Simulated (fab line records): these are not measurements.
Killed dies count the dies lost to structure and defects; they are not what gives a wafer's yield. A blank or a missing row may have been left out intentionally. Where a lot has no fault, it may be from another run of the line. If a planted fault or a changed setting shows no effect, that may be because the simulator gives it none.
8D (eight disciplines) problem report, filled in by code | flow sfq-line | the parts of the form that need people (team, actions taken, sign-off) are left out

## 1. THE ISSUE
Mean of time-to-endpoint-s at SFQ_TRILAYER_I3_CMP_CMP_082: 278 s across 2 wafers in 2 lots; on wafers with no fault it is 219 s (standard deviation 7.9). That puts it +7.4 standard deviations away from the usual mean.
The step: polishes SiO2.
Seen first at day 39 10:40 on cmp-02, wafer L101.6. At this step, 42 wafers from 14 lots have a number in the record. Rule for "out", or "out of limits": more than 4 standard deviations from the usual mean. The rest of the wafers with a number are treated as sound.

## 2. WHAT THIS IS AND IS NOT
question                    | is                 | is not
which readings at this step | time-to-endpoint-s | head-pressure-psi, motor-current-A, slurry-flow-ml-min
which lots                  | L101, L102         | L103, L104, L113, L114, L115, L116, L117, L118, L119, L120, L121, L122
which wafers of those lots  | L101.6, L102.6     | L101.3, L101.5, L102.3, L102.4
read on which tools         | cmp-02             | cmp-01
when                        | from day 39 10:40  | up to then (2 sound wafers); but 38 sound wafers of L102, L103, L104, L113, L114, L115, L116, L117, L118, L119, L120, L121, L122 came after

## 3. SUSPECTS, AND WHAT RULES EACH OUT
Counting: a tool at a process step up to the reading stays a suspect if it ran every lot that is out. Sound lots after the first of them don't rule it out here, since some wafers of a struck lot are sound.
- cmp-02 at SFQ_TRILAYER_I3_CMP_CMP_082 (polishes SiO2): kept. It ran every lot that is out, first L101 (day 39 09:40). Its own readings are out on those wafers: time-to-endpoint-s.
- cmp-02, SFQ_TRILAYER_I3_CMP_CMP_082: wafers that are out in chamber 2, sound lot-mates in chambers 1, 3.
Left after counting: cmp-02 at SFQ_TRILAYER_I3_CMP_CMP_082.

## 4. THE CAUSE (what the simulator had put in)
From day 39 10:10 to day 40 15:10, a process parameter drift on cmp-02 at SFQ_TRILAYER_I3_CMP_CMP_082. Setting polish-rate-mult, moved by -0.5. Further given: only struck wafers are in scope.
Counting left only this tool.

## 5. THE EFFECT CHAIN, in route order
One row per reading whose mean, taken over the struck wafers that have a number, lies over 3 standard deviations from the usual. Only readings whose record carries a usual standard deviation are examined. hours: median over the lots of the time between each lot's start at the first step of this table that gives one and its start at this step. sigmas: the change, counted in usual standard deviations.
hours | step                                  | reading            | usual      | on struck wafers | change | sigmas
0     | SFQ_TRILAYER_I3_CMP_CMP_082           | time-to-endpoint-s | 219 s      | 278              | +58    | +7.4
12    | SFQ_TRILAYER_I3_METRO_MEASURE_083     | thk-nm             | 200.4 nm   | 303.8            | +103.4 | +99 or more
149   | SFQ_TRILAYER_I3_VIA_ETCH_VIA_ETCH_088 | oes-product-au     | 0.855 a.u. | 0.997            | +0.142 | +32
The process steps in it:
- SFQ_TRILAYER_I3_CMP_CMP_082: polishes SiO2.
- SFQ_TRILAYER_I3_METRO_MEASURE_083
- SFQ_TRILAYER_I3_VIA_ETCH_VIA_ETCH_088: etches SiO2 in CHF3, stops on Nb, target depth 260 nm.
Later measuring or inspecting steps at which every struck wafer that the step has a row for has a number for every such reading, and none has moved that far: SFQ_I3_BOW_MEAS_922, SFQ_I4_OVL_MEAS_928, SFQ_M7_OVL_MEAS_945.

## 6. WHAT WOULD HAVE CAUGHT IT SOONER
In this record the first reading out of limits was taken at day 39 10:40, 0 hours after the fault began at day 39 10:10.
